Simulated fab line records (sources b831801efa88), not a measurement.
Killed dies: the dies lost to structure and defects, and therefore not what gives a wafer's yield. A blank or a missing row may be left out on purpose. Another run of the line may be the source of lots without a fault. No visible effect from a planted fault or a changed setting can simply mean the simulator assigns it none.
fab line records	flow sky130
[record] lots = 12	wafers = 36	lastDay = 50
route steps=708 shown METAL2@486 VIA2@519 VIA4@652 METAL5@675 PAD_OPEN@708
lots untouched by any fault: they come from a run of this same line in which no faults occurred
startH: hours from the record's opening day to when the first of the lot's shown wafers began	waitH: hours from the lot's prior step to this one	" repeats the value in the row above	L1.1+2: a single row standing in for several wafers	- no value, or no start given	* or withheld: withheld	< > ~ a bound
route shown NAME@n: NAME is a module with steps in the file, n the number in the route of the first one	usual: mean and standard deviation over wafers with no fault	same: alike in all rows	chamber/n: place in a boat	sites: per-site readings	_std_site: standard deviation across them	_edge_site: mean of outer sites minus mean of inner sites	radiusMm: for every site, how far away it sits from the centre of the wafer	mask NAME#n: copy n	behind: the last tool/chamber to shape the wafer	hold: reason for holding the lot/hours on hold/outcome of the hold	device: transistor that didn't switch, given as n, p or np	end of line: at the end of the route, the tests of the same wafers	for a step that has no rows: nothing shown but its recipe	killed: dies that structure and defects cost at the first sort, which is not the same as the wafer's yield	map: shows each die of a wafer: x if killed, . if not, _ if none is there
set.NAME: the run value of the setting; set.NAME@STEP: its run value at that earlier step	model.NAME: the simulator's own value behind a step, which no gauge read
one table for each step of the route and one row for each wafer, over a sample of lots
services: the hour from which a tool's chamber was out of use, counted from the record's first day as startH (under 0 if before that day), plus the number of hours and why
[[steps]]
[step SKY_METAL2_SPUTTER_03]
[recipe] material = Ti	targetThkNm = 5	powerW = 3000	timeS = 3.3	chamberPressurePa = 0.4
[usual] throttleValvePct = 30.4/0.87
lot.wafer	tool	chamber	startH	waitH	throttleValvePct
L284.2	pvdSputter-04	-	783.54	0.0	31.0
L284.4	"	-	"	"	31.1
L284.5	"	-	"	"	31.0
L285.2	pvdSputter-04	-	802.56	0.0	30.8
L285.3	"	-	"	"	30.3
L285.5	"	-	"	"	31.1
L287.1	pvdSputter-04	-	808.27	0.0	31.2
L287.2	"	-	"	"	30.9
L287.6	"	-	"	"	30.9
L290.2	pvdSputter-04	-	841.34	0.0	30.4
L290.4	"	-	"	"	30.4
L290.6	"	-	"	"	30.9
L291.2	pvdSputter-01	-	849.84	0.0	30.4
L291.3	"	-	"	"	31.7
L291.4	"	-	"	"	30.7
L295.1	pvdSputter-04	-	880.22	0.0	30.8
L295.2	"	-	"	"	31.1
L295.4	"	-	"	"	30.3
L297.1	pvdSputter-01	-	894.63	0.0	30.1
L297.3	"	-	"	"	29.2
L297.6	"	-	"	"	29.2
L301.2	pvdSputter-04	-	915.67	0.0	30.8
L301.4	"	-	"	"	30.3
L301.6	"	-	"	"	30.7
L302.1	pvdSputter-02	-	928.56	0.0	27.9
L302.4	"	-	"	"	29.4
L302.5	"	-	"	"	29.6
L304.1	pvdSputter-04	-	938.48	0.0	30.7
L304.2	"	-	"	"	31.0
L304.4	"	-	"	"	30.4
L305.1	pvdSputter-04	-	944.74	0.0	30.3
L305.2	"	-	"	"	31.0
L305.6	"	-	"	"	31.2
L306.1	pvdSputter-04	-	948.83	0.0	30.8
L306.4	"	-	"	"	30.1
L306.6	"	-	"	"	31.0
[step SKY_VIA2_CD_MEAS_12]
[recipe] targetCdNm = 200
[usual] cdNm = 200.4/1.5
lot.wafer	tool	chamber	startH	waitH	cdNm
L284.2	cdSem-01	-	837.82	-	201.3
L284.4	"	-	"	"	201.3
L284.5	"	-	"	"	201.5
L285.2	cdSem-02	-	856.18	-	200.5
L285.3	"	-	"	"	199.6
L285.5	"	-	"	"	198.6
L287.1	cdSem-02	-	861.71	-	198.4
L287.2	"	-	"	"	199.6
L287.6	"	-	"	"	199.7
L290.2	cdSem-02	-	894.43	-	200.7
L290.4	"	-	"	"	199.8
L290.6	"	-	"	"	200.5
L291.2	cdSem-01	-	902.53	-	201.9
L291.3	"	-	"	"	202.9
L291.4	"	-	"	"	203.3
L295.1	cdSem-01	-	931.95	-	201.1
L295.2	"	-	"	"	202.4
L295.4	"	-	"	"	201.1
L297.1	cdSem-02	-	945.77	-	197.6
L297.3	"	-	"	"	197.9
L297.6	"	-	"	"	198.6
L301.2	cdSem-01	-	966.93	-	200.4
L301.4	"	-	"	"	197.2
L301.6	"	-	"	"	197.9
L302.1	cdSem-02	-	978.72	-	198.4
L302.4	"	-	"	"	199.4
L302.5	"	-	"	"	199.2
L304.1	cdSem-02	-	989.00	-	202.2
L304.2	"	-	"	"	201.7
L304.4	"	-	"	"	201.3
L305.1	cdSem-02	-	994.52	-	199.4
L305.2	"	-	"	"	200.3
L305.6	"	-	"	"	199.3
L306.1	cdSem-01	-	998.26	-	200.0
L306.4	"	-	"	"	200.1
L306.6	"	-	"	"	199.5
[step SKY_VIA4_STRIP_13]
[recipe] chemistry = O2/N2	powerW = 1400	pressureMtorr = 1500	platenTempC = withheld	o2FlowSccm = 3000	n2FlowSccm = 300	overashFraction = 0.5
[usual] chamberPressureMTorr = 1499.9/1.3	drypumpMotorCurrentA = 6.1/0.52	oesProductAu = 0.710/0.0043	stripTimeToEndpointS = 12.795/0.029
lot.wafer	tool	chamber	startH	waitH	chamberPressureMTorr	drypumpMotorCurrentA	oesProductAu	rfHoursCounterH	stripTimeToEndpointS
L284.2	plasmaAsher-02	1	994.60	-	1497.8	5.6	0.712	77	12.786
L284.4	"	0	"	"	1498.1	5.4	0.712	-	12.765
L284.5	"	0	"	"	1499.1	5.4	0.705	-	12.814
L285.2	plasmaAsher-04	0	1013.65	-	1500.8	6.4	0.714	23	12.765
L285.3	"	0	"	"	1499.0	6.4	0.703	-	12.779
L285.5	"	0	"	"	1498.8	6.4	0.716	-	12.779
L287.1	plasmaAsher-04	0	1017.21	-	1499.0	6.4	0.711	23	12.817
L287.2	"	1	"	"	1498.8	6.5	0.707	23	12.801
L287.6	"	0	"	"	1499.4	6.4	0.714	-	12.700
L290.2	plasmaAsher-03	1	1046.82	-	1499.2	5.3	0.708	126	12.744
L290.4	"	0	"	"	1502.0	6.4	0.704	-	12.760
L290.6	"	0	"	"	1499.1	6.4	0.703	-	12.704
L291.2	plasmaAsher-03	1	1053.22	-	1497.6	5.3	0.709	126	12.808
L291.3	"	1	"	"	1502.5	5.3	0.714	-	12.809
L291.4	"	0	"	"	1500.4	6.4	0.715	-	12.753
L295.1	plasmaAsher-03	0	1077.47	-	1500.2	6.4	0.710	1	12.769
L295.2	"	1	"	"	1500.5	5.3	0.713	1	12.818
L295.4	"	1	"	"	1500.6	5.3	0.715	-	12.807
L297.1	plasmaAsher-03	0	1089.36	-	1501.4	6.4	0.707	2	12.775
L297.3	"	1	"	"	1498.9	5.3	0.709	-	12.798
L297.6	"	0	"	"	1501.1	6.4	0.707	-	12.783
L301.2	plasmaAsher-03	1	1107.12	-	-	-	-	-	-
L301.4	"	0	"	"	-	-	-	-	-
L301.6	"	1	"	"	-	-	-	-	-
L302.1	plasmaAsher-04	0	1118.27	-	-	-	-	-	-
L302.4	"	0	"	"	-	-	-	-	-
L302.5	"	0	"	"	-	-	-	-	-
L304.1	plasmaAsher-03	0	1126.20	-	1500.5	6.4	0.711	6	12.767
L304.2	"	1	"	"	1501.3	5.3	0.703	6	12.793
L304.4	"	1	"	"	1500.8	5.3	0.709	-	12.794
L305.1	plasmaAsher-04	1	1129.42	-	1497.7	6.5	0.710	34	12.813
L305.2	"	0	"	"	1501.6	6.4	0.710	34	12.801
L305.6	"	1	"	"	1501.9	6.5	0.718	-	12.838
L306.1	plasmaAsher-03	0	1133.46	-	1500.0	6.4	0.714	7	12.806
L306.4	"	0	"	"	1497.7	6.4	0.711	-	12.821
L306.6	"	0	"	"	1501.6	6.4	0.712	-	12.828
[step SKY_METAL5_DESCUM_14]
[recipe] chemistry = O2	sourcePowerW = 150	biasPowerW = 0	pressureMtorr = 10	tempC = 40	timeS = 11
[usual] drypumpMotorCurrentA = 5.62/0.29	oesProductAu = 1.001/0.0081
lot.wafer	tool	chamber	startH	waitH	drypumpMotorCurrentA	oesProductAu	rfHoursCounterH
L284.2	rieMetal-01	1	1017.56	0.1	6.01	0.995	9
L284.4	"	1	"	"	6.01	1.010	-
L284.5	"	0	"	"	5.47	1.006	-
L285.2	rieMetal-02	1	1037.84	0.1	5.64	0.992	17
L285.3	"	1	"	"	5.63	0.999	-
L285.5	"	1	"	"	5.65	0.993	-
L287.1	rieMetal-01	1	1040.84	0.1	6.04	1.010	11
L287.2	"	0	"	"	5.48	1.006	6
L287.6	"	1	"	"	6.05	1.017	-
L290.2	rieMetal-01	1	1069.66	0.1	6.03	0.994	12
L290.4	"	0	"	"	5.48	1.005	-
L290.6	"	0	"	"	5.46	1.008	-
L291.2	rieMetal-01	0	1076.26	0.1	5.48	1.005	9
L291.3	"	1	"	"	6.06	0.996	-
L291.4	"	0	"	"	5.47	0.991	-
L295.1	rieMetal-03	0	1099.24	0.1	5.26	0.996	21
L295.2	"	1	"	"	5.93	0.993	23
L295.4	"	0	"	"	5.26	0.996	-
L297.1	rieMetal-01	1	1110.71	0.1	6.01	1.008	15
L297.3	"	1	"	"	6.02	1.006	-
L297.6	"	0	"	"	5.47	1.015	-
L304.1	rieMetal-01	1	1146.11	0.1	6.04	1.006	19
L304.2	"	0	"	"	5.48	1.005	13
L304.4	"	1	"	"	6.01	1.008	-
L305.1	rieMetal-01	1	1148.99	0.1	6.04	1.006	19
L305.2	"	0	"	"	5.47	1.008	13
L305.6	"	1	"	"	6.02	1.010	-
L306.1	rieMetal-02	0	1152.84	0.1	5.30	1.005	25
L306.4	"	1	"	"	5.60	1.003	-
L306.6	"	0	"	"	5.30	1.003	-
[step SKY_PAD_OPEN_PROBE_99]
[usual] defectLimitedYield = 82.6/1.9	killed_at_M0_to_M3 = 43/6.5	killed_at_M4_up = 3.2/1.8	killedAtContacts = 24/5	killedAtFrontEnd = 15/4.1	killedAtOther = 0.3/0.54	killedDies = 85/9.3	killedOnRim = 16/4.1	killedOpen = 47/7.2	killedShort = 39/5.9	sort_bin_3_pad_short = 0.9/0.4	sort_bin_5_function = 10.3/1.5	sort_bin_6_memory = 6.2/1.2	sortNPass = 407/9.3	sortYieldPct = 82.6/1.9
[same] grossDies = 492	killedAtBackSide = 0	sort_bin_4_leakage[%] = 0	sort_bin_8_speed[%] = 0
lot.wafer	tool	chamber	startH	waitH	defectLimitedYield[%]	killed_at_M0_to_M3	killed_at_M4_up	killedAtContacts	killedAtFrontEnd	killedAtOther	killedDies	killedOnRim	killedOpen	killedShort	sort_bin_3_pad_short[%]	sort_bin_5_function[%]	sort_bin_6_memory[%]	sortNPass	sortYieldPct[%]
L284.2	prober-02	-	1065.43	0.1	84.6	42	3	17	14	0	76	19	37	39	0.6	8.1	6.7	416	84.6
L284.4	prober-02	-	1065.53	0.2	86.6	35	1	17	11	2	66	12	32	33	0.6	7.1	5.7	426	86.6
L284.5	prober-02	-	1065.58	0.2	82.9	43	10	15	15	1	84	9	50	32	1.0	8.9	7.1	408	82.9
L285.2	prober-01	-	1083.61	0.1	83.3	38	2	31	11	0	82	17	43	38	1.4	9.6	5.7	410	83.3
L285.3	prober-01	-	1083.66	0.2	81.5	49	2	29	11	0	91	19	52	38	0.6	12.6	5.3	401	81.5
L285.5	prober-01	-	1083.76	0.2	81.7	46	5	22	17	0	90	7	54	36	0.4	11.8	6.1	402	81.7
L287.1	prober-01	-	1086.69	0.1	85.8	33	2	21	14	0	70	13	37	32	0.4	7.5	6.3	422	85.8
L287.2	prober-01	-	1086.74	0.1	88.8	27	2	18	8	0	55	11	28	27	0.6	5.5	5.1	437	88.8
L287.6	prober-01	-	1086.94	0.2	85.0	35	2	16	20	1	74	10	35	39	0.4	7.7	6.9	418	85.0
L290.2	prober-02	-	1114.49	0.1	82.9	46	3	25	10	0	84	14	40	44	1.4	10.2	5.5	408	82.9
L290.4	prober-02	-	1114.59	0.2	84.1	39	1	22	16	0	78	14	35	43	1.0	8.5	6.3	414	84.1
L290.6	prober-02	-	1114.69	0.2	78.9	45	3	38	18	0	104	26	63	40	1.4	12.0	7.7	388	78.9
L291.2	prober-01	-	1119.97	0.1	84.1	44	3	19	11	1	78	21	41	36	1.2	9.6	5.1	414	84.1
L291.3	prober-01	-	1120.02	0.2	83.3	41	2	21	17	1	82	15	46	35	0.4	8.1	8.1	410	83.3
L291.4	prober-01	-	1120.07	0.2	82.9	40	4	17	23	0	84	21	49	35	0.4	11.6	5.1	408	82.9
L295.1	prober-02	-	1141.86	0.1	82.9	40	5	29	9	1	84	9	46	38	1.0	12.4	3.7	408	82.9
L295.2	prober-02	-	1141.91	0.1	83.3	36	4	24	18	0	82	15	44	38	0.8	10.4	5.5	410	83.3
L295.4	prober-02	-	1142.01	0.2	82.9	44	1	26	13	0	84	20	47	37	0.8	9.1	7.1	408	82.9
L297.1	prober-01	-	1152.46	0.1	80.1	51	3	22	21	1	98	22	48	50	1.0	12.2	6.7	394	80.1
L297.3	prober-01	-	1152.56	0.2	84.8	34	5	21	14	1	75	20	44	30	0.6	10.0	4.7	417	84.8
L297.6	prober-01	-	1152.71	0.2	81.3	45	2	26	19	0	92	19	59	33	0	11.6	7.1	400	81.3
L301.2	prober-01	-	1167.52	0.1	0.6	12	472	4	1	0	489	96	9	8	22.4	75.2	1.8	3	0.6
L301.4	prober-01	-	1167.62	0.2	0.8	6	475	6	1	0	488	95	5	8	22.4	74.2	2.6	4	0.8
L301.6	prober-01	-	1167.72	0.2	0.4	9	472	6	3	0	490	96	8	10	22.2	75.0	2.4	2	0.4
L302.1	prober-02	-	1177.37	0.1	0	6	479	4	2	1	492	96	9	4	25.2	71.7	3.0	0	0
L302.4	prober-02	-	1177.52	0.2	0.2	10	473	4	4	0	491	96	9	8	25.8	70.9	3.0	1	0.2
L302.5	prober-02	-	1177.57	0.2	0.8	7	474	7	0	0	488	95	8	8	24.0	71.5	3.7	4	0.8
L304.1	prober-02	-	1184.23	0.1	84.6	37	3	16	18	2	76	14	41	35	0.2	9.1	6.1	416	84.6
L304.2	prober-02	-	1184.28	0.1	81.9	43	4	27	15	0	89	17	44	45	1.4	8.7	7.9	403	81.9
L304.4	prober-02	-	1184.38	0.2	80.1	50	6	27	15	0	98	17	59	39	0.8	12.6	6.5	394	80.1
L305.1	prober-01	-	1186.38	0.1	82.5	37	2	27	20	0	86	21	52	34	1.0	11.0	5.5	406	82.5
L305.2	prober-01	-	1186.43	0.1	81.7	35	6	26	23	0	90	16	48	42	0.4	12.0	5.9	402	81.7
L305.6	prober-01	-	1186.63	0.2	81.1	47	4	22	19	1	93	18	56	37	0.6	11.0	7.3	399	81.1
L306.1	prober-02	-	1189.29	0.1	82.9	39	2	27	15	1	84	18	44	39	1.2	7.9	7.9	408	82.9
L306.4	prober-02	-	1189.44	0.2	83.1	43	1	17	21	1	83	16	44	39	1.0	8.7	7.1	409	83.1
L306.6	prober-02	-	1189.54	0.2	82.1	52	4	16	16	0	88	18	41	47	1.4	8.9	7.5	404	82.1
// killed by level:class
L284.2 VIA1:geometricParticle:open=9 CONTACT:geometricParticle:open=9 METAL1:geometricParticle:short=8 VIA1:geometricParticle:short=6 METAL2:geometricParticle:short=5 VIA2:geometricParticle:open=5 FIELD_ISO:geometricParticle:short=3 FIELD_ISO:geometricParticle:open=3
L284.4 METAL2:geometricParticle:short=6 POLY_GATE:geometricParticle:open=5 LI_CONTACT:geometricParticle:open=5 CONTACT:geometricParticle:open=5 METAL1:geometricParticle:short=5 VIA1:geometricParticle:open=5 VIA2:geometricParticle:open=5 VIA3:geometricParticle:open=4
L284.5 VIA1:geometricParticle:open=8 VIA3:geometricParticle:open=8 VIA2:geometricParticle:open=7 LI_CONTACT:geometricParticle:open=6 METAL4:geometricParticle:short=6 POLY_GATE:geometricParticle:open=5 CONTACT:geometricParticle:open=4 METAL2:geometricParticle:short=4
L285.2 CONTACT:geometricParticle:open=11 VIA1:geometricParticle:open=9 LI_CONTACT:geometricParticle:open=8 METAL2:geometricParticle:short=7 VIA2:geometricParticle:open=5 LI_CONTACT:geometricParticle:short=4 LOCAL_INTERCONNECT:geometricParticle:short=4 CONTACT:geometricParticle:short=4
L285.3 VIA1:geometricParticle:open=15 CONTACT:geometricParticle:open=14 VIA2:geometricParticle:open=7 VIA3:geometricParticle:open=6 LOCAL_INTERCONNECT:geometricParticle:short=5 CONTACT:geometricParticle:short=5 VIA1:geometricParticle:short=4 METAL2:geometricParticle:short=4
L285.5 VIA1:geometricParticle:open=11 VIA2:geometricParticle:open=11 CONTACT:geometricParticle:open=6 FIELD_ISO:geometricParticle:open=5 FIELD_ISO:geometricParticle:short=5 LI_CONTACT:geometricParticle:open=5 CONTACT:geometricParticle:short=5 VIA1:geometricParticle:short=5
L287.1 VIA1:geometricParticle:open=13 LI_CONTACT:geometricParticle:open=9 METAL2:geometricParticle:short=7 CONTACT:geometricParticle:open=5 FIELD_ISO:geometricParticle:short=4 FIELD_ISO:geometricParticle:open=4 VIA1:geometricParticle:short=3 LI_CONTACT:geometricParticle:short=3
L287.2 CONTACT:geometricParticle:open=8 VIA1:geometricParticle:open=7 VIA3:geometricParticle:open=6 CONTACT:geometricParticle:short=4 METAL1:geometricParticle:short=3 LOCAL_INTERCONNECT:geometricParticle:short=3 VIA1:geometricParticle:short=3 FIELD_ISO:geometricParticle:short=2
L287.6 VIA1:geometricParticle:open=7 FIELD_ISO:geometricParticle:short=5 POLY_GATE:geometricParticle:short=5 LI_CONTACT:geometricParticle:open=5 VIA2:geometricParticle:open=5 VIA3:geometricParticle:short=5 FIELD_ISO:geometricParticle:open=4 VIA2:geometricParticle:short=4
L290.2 VIA1:geometricParticle:open=7 VIA2:geometricParticle:open=6 CONTACT:geometricParticle:open=6 VIA3:geometricParticle:open=6 VIA1:geometricParticle:short=6 VIA2:geometricParticle:short=6 LI_CONTACT:geometricParticle:open=5 CONTACT:geometricParticle:short=5
L290.4 LI_CONTACT:geometricParticle:open=8 FIELD_ISO:geometricParticle:short=7 VIA3:geometricParticle:open=7 METAL2:geometricParticle:short=7 METAL1:geometricParticle:short=6 LI_CONTACT:geometricParticle:short=4 CONTACT:geometricParticle:short=4 VIA1:geometricParticle:open=4
L290.6 CONTACT:geometricParticle:open=13 VIA1:geometricParticle:open=10 CONTACT:geometricParticle:short=9 LI_CONTACT:geometricParticle:open=8 LOCAL_INTERCONNECT:geometricParticle:short=7 VIA3:geometricParticle:open=7 METAL2:geometricParticle:short=7 FIELD_ISO:geometricParticle:open=6
L291.2 VIA1:geometricParticle:open=13 CONTACT:geometricParticle:open=8 METAL2:geometricParticle:short=7 VIA2:geometricParticle:open=6 VIA1:geometricParticle:short=6 FIELD_ISO:geometricParticle:open=4 LI_CONTACT:geometricParticle:short=4 FIELD_ISO:geometricParticle:short=3
L291.3 VIA3:geometricParticle:open=9 CONTACT:geometricParticle:open=7 VIA1:geometricParticle:open=6 LI_CONTACT:geometricParticle:open=6 VIA2:geometricParticle:open=6 METAL1:geometricParticle:short=5 METAL3:geometricParticle:short=5 POLY_GATE:geometricParticle:open=4
L291.4 VIA3:geometricParticle:open=8 VIA1:geometricParticle:open=8 FIELD_ISO:geometricParticle:open=7 METAL1:geometricParticle:short=7 CONTACT:geometricParticle:open=7 POLY_GATE:geometricParticle:short=6 VIA2:geometricParticle:open=6 POLY_GATE:geometricParticle:open=5
L295.1 VIA1:geometricParticle:short=9 LI_CONTACT:geometricParticle:open=9 VIA3:geometricParticle:open=9 CONTACT:geometricParticle:open=8 CONTACT:geometricParticle:short=6 VIA1:geometricParticle:open=6 LOCAL_INTERCONNECT:geometricParticle:short=5 METAL1:geometricParticle:short=5
L295.2 VIA1:geometricParticle:open=10 LI_CONTACT:geometricParticle:open=7 CONTACT:geometricParticle:open=7 FIELD_ISO:geometricParticle:open=5 VIA3:geometricParticle:short=5 POLY_GATE:geometricParticle:open=4 LI_CONTACT:geometricParticle:short=4 CONTACT:geometricParticle:short=4
L295.4 CONTACT:geometricParticle:open=13 VIA1:geometricParticle:open=11 VIA1:geometricParticle:short=7 VIA3:geometricParticle:open=7 LI_CONTACT:geometricParticle:open=6 METAL2:geometricParticle:short=5 POLY_GATE:geometricParticle:short=4 METAL1:geometricParticle:short=4
L297.1 VIA1:geometricParticle:open=11 FIELD_ISO:geometricParticle:short=8 CONTACT:geometricParticle:open=7 VIA3:geometricParticle:open=7 LOCAL_INTERCONNECT:geometricParticle:short=6 VIA1:geometricParticle:short=6 METAL1:geometricParticle:short=5 POLY_GATE:geometricParticle:open=5
L297.3 CONTACT:geometricParticle:open=8 VIA1:geometricParticle:open=7 LI_CONTACT:geometricParticle:open=6 FIELD_ISO:geometricParticle:open=5 VIA1:geometricParticle:short=4 METAL1:geometricParticle:short=4 FIELD_ISO:geometricParticle:short=3 METAL2:geometricParticle:short=3
L297.6 VIA1:geometricParticle:open=14 CONTACT:geometricParticle:open=10 VIA3:geometricParticle:open=9 VIA2:geometricParticle:open=6 FIELD_ISO:geometricParticle:open=5 POLY_GATE:geometricParticle:short=5 LI_CONTACT:geometricParticle:open=5 POLY_GATE:geometricParticle:open=4
L301.2 VIA4:plasmaStripResidue=472 VIA2:geometricParticle:open=2 LI_CONTACT:geometricParticle:open=2 METAL1:geometricParticle:short=2 VIA1:geometricParticle:open=2 METAL2:geometricParticle:short=2 VIA2:geometricParticle:short=2 VIA3:geometricParticle:open=2
L301.4 VIA4:plasmaStripResidue=475 CONTACT:geometricParticle:open=3 VIA2:geometricParticle:short=3 LI_CONTACT:geometricParticle:open=2 METAL1:geometricParticle:short=2 FIELD_ISO:geometricParticle:short=1 LOCAL_INTERCONNECT:geometricParticle:short=1 VIA1:geometricParticle:short=1
L301.6 VIA4:plasmaStripResidue=472 VIA1:geometricParticle:short=4 CONTACT:geometricParticle:short=3 LI_CONTACT:geometricParticle:open=3 VIA2:geometricParticle:open=2 VIA3:geometricParticle:open=2 FIELD_ISO:geometricParticle:short=1 FIELD_ISO:geometricParticle:open=1
L302.1 VIA4:plasmaStripResidue=478 CONTACT:geometricParticle:open=2 VIA2:geometricParticle:open=2 POLY_GATE:geometricParticle:open=1 LI_CONTACT:geometricParticle:open=1 CONTACT:geometricParticle:short=1 VIA1:geometricParticle:open=1 PASSIVATION:geometricParticle:open=1
L302.4 VIA4:plasmaStripResidue=473 CONTACT:geometricParticle:open=3 METAL1:geometricParticle:short=3 VIA3:geometricParticle:open=2 FIELD_ISO:geometricParticle:open=1 POLY_GATE:geometricParticle:short=1 SPACER:geometricParticle:short=1 LI_CONTACT:geometricParticle:open=1
L302.5 VIA4:plasmaStripResidue=472 VIA2:geometricParticle:open=3 LI_CONTACT:geometricParticle:short=2 CONTACT:geometricParticle:short=2 CONTACT:geometricParticle:open=2 VIA3:geometricParticle:open=2 METAL4:geometricParticle:short=2 METAL2:geometricParticle:short=1
L304.1 VIA1:geometricParticle:open=9 METAL2:geometricParticle:short=7 CONTACT:geometricParticle:open=6 FIELD_ISO:geometricParticle:open=5 POLY_GATE:geometricParticle:open=4 VIA1:geometricParticle:short=4 CONTACT:geometricParticle:short=4 METAL2:geometricParticle:open=4
L304.2 VIA1:geometricParticle:open=12 CONTACT:geometricParticle:open=9 VIA1:geometricParticle:short=7 LI_CONTACT:geometricParticle:open=6 VIA3:geometricParticle:open=5 METAL2:geometricParticle:short=5 CONTACT:geometricParticle:short=5 VIA3:geometricParticle:short=5
L304.4 VIA1:geometricParticle:open=14 LI_CONTACT:geometricParticle:open=11 CONTACT:geometricParticle:open=7 FIELD_ISO:geometricParticle:short=6 VIA1:geometricParticle:short=6 VIA2:geometricParticle:open=6 FIELD_ISO:geometricParticle:open=5 VIA3:geometricParticle:open=5
L305.1 VIA1:geometricParticle:open=13 CONTACT:geometricParticle:open=12 FIELD_ISO:geometricParticle:short=7 VIA2:geometricParticle:open=6 METAL2:geometricParticle:short=6 POLY_GATE:geometricParticle:open=5 LI_CONTACT:geometricParticle:open=4 LOCAL_INTERCONNECT:geometricParticle:short=4
L305.2 VIA1:geometricParticle:open=9 CONTACT:geometricParticle:open=8 CONTACT:geometricParticle:short=8 VIA3:geometricParticle:open=8 POLY_GATE:geometricParticle:open=7 SPACER:geometricParticle:short=5 VIA2:geometricParticle:open=5 POLY_GATE:geometricParticle:short=4
L305.6 VIA1:geometricParticle:open=14 CONTACT:geometricParticle:open=9 POLY_GATE:geometricParticle:open=7 LI_CONTACT:geometricParticle:open=7 METAL1:geometricParticle:short=7 VIA3:geometricParticle:open=6 VIA2:geometricParticle:open=5 METAL2:geometricParticle:short=5
L306.1 VIA1:geometricParticle:open=13 CONTACT:geometricParticle:open=11 LOCAL_INTERCONNECT:geometricParticle:short=7 POLY_GATE:geometricParticle:short=4 CONTACT:geometricParticle:short=4 VIA1:geometricParticle:short=4 METAL2:geometricParticle:short=4 FIELD_ISO:geometricParticle:open=3
L306.4 VIA1:geometricParticle:open=13 CONTACT:geometricParticle:open=9 METAL2:geometricParticle:short=8 POLY_GATE:geometricParticle:open=5 POLY_GATE:geometricParticle:short=5 VIA2:geometricParticle:short=5 VIA2:geometricParticle:open=5 FIELD_ISO:geometricParticle:short=4
L306.6 VIA1:geometricParticle:open=15 METAL2:geometricParticle:short=7 FIELD_ISO:geometricParticle:short=6 VIA1:geometricParticle:short=6 CONTACT:geometricParticle:open=6 METAL1:geometricParticle:short=5 FIELD_ISO:geometricParticle:open=4 VIA3:geometricParticle:short=4
[[services]]
tool	chamber	startH	hours	kind
rieMetal-03	0	761.36	18.9	repair
pvdSputter-01	-	775.36	1.7	repair
rieMetal-02	0	779.14	9.0	repair
rieMetal-02	-	783.55	1.4	pm
pvdSputter-02	-	789.61	2.8	repair
pvdSputter-01	-	801.59	0.9	repair
pvdSputter-04	-	808.97	1.4	repair
pvdSputter-04	-	816.75	6.7	repair
rieMetal-02	-	818.43	0.7	repair
plasmaAsher-04	-	870.97	3.5	repair
rieMetal-02	1	903.83	13.9	repair
plasmaAsher-04	-	920.69	20.8	repair
pvdSputter-01	-	930.89	0.5	repair
rieMetal-02	1	985.15	4.3	repair
plasmaAsher-04	-	995.83	14.6	pm
pvdSputter-04	-	1001.93	8.5	repair
plasmaAsher-04	-	1026.18	3.5	repair
pvdSputter-04	-	1049.64	4.0	repair
plasmaAsher-03	-	1055.25	9.0	pm
rieMetal-01	1	1059.29	1.3	repair
plasmaAsher-03	-	1069.22	2.8	pm
pvdSputter-01	-	1094.35	1.6	repair
rieMetal-02	-	1104.46	0.9	repair
rieMetal-01	0	1116.26	19.5	repair
[[key]]
[firstSign] step = SKY_VIA4_STRIP_13	reading = toolRecord	direction = missing
[effect] step = SKY_PAD_OPEN_PROBE_99	reading = killed_at_M4_up	direction = up	sigmas = 99+	usual = 3.2	struck = 474.2
metAt SKY_VIA4_STRIP_13
struckLots L301,L302
laterRowsLeftOut L301.2,L301.4,L301.6,L302.1,L302.4,L302.5
notActingAt SKY_METAL2_SPUTTER_03,SKY_VIA2_CD_MEAS_12,SKY_METAL5_DESCUM_14
onsetBetween 1089.36 1107.12
[fault] kind = skippedStepWhole	tool = plasmaAsher-03,plasmaAsher-04	chamber = -	onsetH = 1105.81	steps = SKY_VIA4_STRIP_13	scope = struckLotsOnly
// laterRowsLeftOut: the simulator's readings of these wafers behind a module that went badly wrong aren't trusted and aren't shown, but for the sort
